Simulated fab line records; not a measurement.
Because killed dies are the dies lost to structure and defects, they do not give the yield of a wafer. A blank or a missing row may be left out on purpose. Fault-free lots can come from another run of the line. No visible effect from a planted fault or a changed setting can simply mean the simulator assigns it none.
The tool behind it: which one? || flow sky130 || 39 wafers from 13 lots sampled at 3 of the route's 708 steps

## WHAT THE GAUGES READ, wafer by wafer
SKY_SONOS_TUNNEL_TW_MEAS_12. Usual: SONOS_TUNNEL_TW gives 196.3 (standard deviation 1.8).
{"lot": "L919", "measured": "day 11 14:24", "on": "filmMetro-02", "SONOS_TUNNEL_TW": "193.8 193.7 193.5", "flag": ""}
{"lot": "L920", "measured": "day 11 18:03", "on": "filmMetro-02", "SONOS_TUNNEL_TW": "192.4 194.5 194.0", "flag": ""}
{"lot": "L921", "measured": "day 12 01:20", "on": "filmMetro-01", "SONOS_TUNNEL_TW": "180.7 181.3 181.6", "flag": "OFF"}
{"lot": "L922", "measured": "day 12 16:35", "on": "filmMetro-03", "SONOS_TUNNEL_TW": "184.2 183.9 185.2", "flag": "OFF"}
{"lot": "L931", "measured": "day 15 12:47", "on": "filmMetro-02", "SONOS_TUNNEL_TW": "196.2 195.1 195.2", "flag": ""}
{"lot": "L932", "measured": "day 15 21:32", "on": "filmMetro-01", "SONOS_TUNNEL_TW": "195.8 196.0 196.2", "flag": ""}
{"lot": "L935", "measured": "day 16 19:09", "on": "filmMetro-01", "SONOS_TUNNEL_TW": "194.6 193.4 193.8", "flag": ""}
{"lot": "L937", "measured": "day 17 06:25", "on": "filmMetro-01", "SONOS_TUNNEL_TW": "195.6 195.3 195.4", "flag": ""}
{"lot": "L938", "measured": "day 17 18:57", "on": "filmMetro-01", "SONOS_TUNNEL_TW": "194.7 194.7 196.0", "flag": ""}
{"lot": "L939", "measured": "day 18 01:09", "on": "filmMetro-02", "SONOS_TUNNEL_TW": "193.9 193.6 195.0", "flag": ""}
{"lot": "L940", "measured": "day 18 08:10", "on": "filmMetro-01", "SONOS_TUNNEL_TW": "198.3 197.5 197.2", "flag": ""}
{"lot": "L941", "measured": "day 18 19:26", "on": "filmMetro-01", "SONOS_TUNNEL_TW": "197.4 197.6 197.6", "flag": ""}
{"lot": "L942", "measured": "day 19 04:53", "on": "filmMetro-03", "SONOS_TUNNEL_TW": "199.7 200.6 200.4", "flag": ""}

SKY_SD_N_CD_MEAS_07 targets a cd of 380 nm. Usual: cdNm 380.6 nm, standard deviation 1.7.
{"lot": "L919", "measured": "day 28 08:28", "on": "cdSem-02", "cdNm (nm)": "378.2 377.3 378.7", "flag": ""}
{"lot": "L920", "measured": "day 28 09:40", "on": "cdSem-02", "cdNm (nm)": "380.5 382.1 380.7", "flag": ""}
{"lot": "L921", "measured": "day 28 20:19", "on": "cdSem-01", "cdNm (nm)": "380.2 382.9 380.3", "flag": ""}
{"lot": "L922", "measured": "day 29 16:16", "on": "cdSem-01", "cdNm (nm)": "380.8 378.1 376.5", "flag": ""}
{"lot": "L931", "measured": "day 32 16:50", "on": "cdSem-01", "cdNm (nm)": "382.7 382.5 382.1", "flag": ""}
{"lot": "L932", "measured": "day 33 13:25", "on": "cdSem-02", "cdNm (nm)": "382.3 380.8 378.1", "flag": ""}
{"lot": "L935", "measured": "day 33 15:02", "on": "cdSem-02", "cdNm (nm)": "380.1 380.4 381.9", "flag": ""}
{"lot": "L937", "measured": "day 34 00:28", "on": "cdSem-01", "cdNm (nm)": "382.5 379.9 382.8", "flag": ""}
{"lot": "L938", "measured": "day 34 12:49", "on": "cdSem-02", "cdNm (nm)": "381.3 382.0 379.8", "flag": ""}
{"lot": "L939", "measured": "day 34 17:31", "on": "cdSem-02", "cdNm (nm)": "380.1 378.1 378.3", "flag": ""}
{"lot": "L940", "measured": "day 34 23:04", "on": "cdSem-02", "cdNm (nm)": "381.8 380.9 381.1", "flag": ""}
{"lot": "L941", "measured": "day 35 08:35", "on": "cdSem-02", "cdNm (nm)": "379.6 378.9 381.2", "flag": ""}
{"lot": "L942", "measured": "day 35 12:53", "on": "cdSem-02", "cdNm (nm)": "379.6 380.7 378.5", "flag": ""}

## EACH LOT AND THE TOOL THAT RAN IT (in order: tool; ch and the chambers of the sampled wafers; start)
{"lot": "L919", "SKY_SONOS_TUNNEL_IMPLANT_09": "implanter-01 ch 0, day 11 14:00"}
{"lot": "L920", "SKY_SONOS_TUNNEL_IMPLANT_09": "implanter-01 ch 0, day 11 17:39"}
{"lot": "L921", "SKY_SONOS_TUNNEL_IMPLANT_09": "implanter-01 ch 0, day 12 00:55"}
{"lot": "L922", "SKY_SONOS_TUNNEL_IMPLANT_09": "implanter-01 ch 0, day 12 16:10"}
{"lot": "L931", "SKY_SONOS_TUNNEL_IMPLANT_09": "implanter-02 ch 0, day 15 12:22"}
{"lot": "L932", "SKY_SONOS_TUNNEL_IMPLANT_09": "implanter-04 ch 0, day 15 21:09"}
{"lot": "L935", "SKY_SONOS_TUNNEL_IMPLANT_09": "implanter-01 ch 0, day 16 18:46"}
{"lot": "L937", "SKY_SONOS_TUNNEL_IMPLANT_09": "implanter-02 ch 0, day 17 05:55"}
{"lot": "L938", "SKY_SONOS_TUNNEL_IMPLANT_09": "implanter-02 ch 0, day 17 18:34"}
{"lot": "L939", "SKY_SONOS_TUNNEL_IMPLANT_09": "implanter-02 ch 0, day 18 00:46"}
{"lot": "L940", "SKY_SONOS_TUNNEL_IMPLANT_09": "implanter-02 ch 0, day 18 07:45"}
{"lot": "L941", "SKY_SONOS_TUNNEL_IMPLANT_09": "implanter-02 ch 0, day 18 19:03"}
{"lot": "L942", "SKY_SONOS_TUNNEL_IMPLANT_09": "implanter-04 ch 0, day 19 04:28"}
- SKY_SONOS_TUNNEL_IMPLANT_09

## WHAT THE TOOLS THEMSELVES READ (means of the sampled wafers that have a number; where no wafer has one, the mark that the record gives instead)
SKY_SONOS_TUNNEL_IMPLANT_09. Usual: beamOnS 10.01 s, standard deviation 0.19; faradayCurrentUA 5.64, standard deviation 0.11.
{"lot": "L919", "tool": "implanter-01", "beamOnS (s)": 9.98, "faradayCurrentUA": 5.65, "flag": ""}
{"lot": "L920", "tool": "implanter-01", "beamOnS (s)": 9.93, "faradayCurrentUA": 5.67, "flag": ""}
{"lot": "L921", "tool": "implanter-01", "beamOnS (s)": 7.80, "faradayCurrentUA": 7.25, "flag": "OFF"}
{"lot": "L922", "tool": "implanter-01", "beamOnS (s)": 7.74, "faradayCurrentUA": 7.30, "flag": "OFF"}
{"lot": "L931", "tool": "implanter-02", "beamOnS (s)": 10.04, "faradayCurrentUA": 5.63, "flag": ""}
{"lot": "L932", "tool": "implanter-04", "beamOnS (s)": 10.27, "faradayCurrentUA": 5.50, "flag": ""}
{"lot": "L935", "tool": "implanter-01", "beamOnS (s)": 9.86, "faradayCurrentUA": 5.73, "flag": ""}
{"lot": "L937", "tool": "implanter-02", "beamOnS (s)": 9.76, "faradayCurrentUA": 5.78, "flag": ""}
{"lot": "L938", "tool": "implanter-02", "beamOnS (s)": 10.11, "faradayCurrentUA": 5.57, "flag": ""}
{"lot": "L939", "tool": "implanter-02", "beamOnS (s)": 9.92, "faradayCurrentUA": 5.68, "flag": ""}
{"lot": "L940", "tool": "implanter-02", "beamOnS (s)": 10.04, "faradayCurrentUA": 5.61, "flag": ""}
{"lot": "L941", "tool": "implanter-02", "beamOnS (s)": 9.88, "faradayCurrentUA": 5.70, "flag": ""}
{"lot": "L942", "tool": "implanter-04", "beamOnS (s)": 9.92, "faradayCurrentUA": 5.67, "flag": ""}

## THE ANSWER, worked out from the rows above alone
Rule: a lot is off if the mean of its wafers that have a number lies more than 3 standard deviations from the usual mean. Also off: a lot with no number at a reading for which 4 or more lots have one. The other lots that the step has rows for count as sound. After the gauges, taken in route order, come the tools' own readings; for these a lot's mean is taken, as printed above. The first step at which some lot is off is used, and at that step the reading that is off furthest; a lot without a number counts as furthest.
Off: L921, L922, at SKY_SONOS_TUNNEL_TW_MEAS_12 (SONOS_TUNNEL_TW).
If a tool, at a process step before that reading, ran all the lots that are off and no sound lot after the first of them, it fits. Not tried: the gauges at SKY_SONOS_TUNNEL_TW_MEAS_12; whatever is off there is also off at SKY_SONOS_TUNNEL_IMPLANT_09, on other tools, and gauge error can't account for it. No candidate that was tried fits.

## WHAT WAS PUT IN BY THE SIMULATOR
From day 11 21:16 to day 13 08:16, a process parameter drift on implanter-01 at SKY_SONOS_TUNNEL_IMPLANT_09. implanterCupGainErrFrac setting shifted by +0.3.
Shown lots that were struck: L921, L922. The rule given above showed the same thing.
